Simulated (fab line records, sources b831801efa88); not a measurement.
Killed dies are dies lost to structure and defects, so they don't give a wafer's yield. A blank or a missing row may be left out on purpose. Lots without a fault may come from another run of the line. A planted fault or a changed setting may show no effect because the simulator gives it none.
Chamber matching | flow gf180mcu | GF_V4_ETCH_16 on rie_diel-03: 4 sister chambers
The step etches BARC in N2/H2. 4 wafers are shown with their chamber, then 9 later ones without.

WAFERS WITH THEIR CHAMBER
wafer  | chamber | drypump_motor_current_A (A)
L084.6 | 1       | 5.8
L086.2 | 2       | 5.6
L086.3 | 3       | 5.5
L086.4 | 0       | 6.0

WAFERS WITHOUT THEIR CHAMBER
wafer  | drypump_motor_current_A (A)
L090.1 | 5.5
L090.2 | 5.9
L090.3 | 5.8
L094.1 | 5.6
L094.2 | 5.8
L094.3 | 5.5
L095.1 | 5.6
L095.2 | 5.5
L095.6 | 5.6

WHICH CHAMBER EACH WENT THROUGH
wafer  | from the rows above     | in truth
L090.1 | 3                       | 3
L090.2 | can't be placed: 0 or 1 | 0
L090.3 | 1                       | 1
L094.1 | 2                       | 2
L094.2 | 1                       | 1
L094.3 | 3                       | 3
L095.1 | 2                       | 2
L095.2 | 3                       | 3
L095.6 | 2                       | 2
Placed correctly: 8 of 9. Can't be placed from these rows: 1 (the true chamber is among the candidates in 1). Placed wrongly: 0.
How it was worked out, from the rows above alone: a wafer's distance from a chamber is the root of the sum, over the readings, of the square of ((its reading less the chamber's mean) divided by the reading's scatter). The wafer belongs to the nearest chamber; if the next one is less than 2 further off, it can't be placed. A chamber's mean is the mean of its shown wafers. The scatter: with one shown wafer a chamber, the root of the mean of the squares of how far each hidden wafer lies from its nearest shown one.
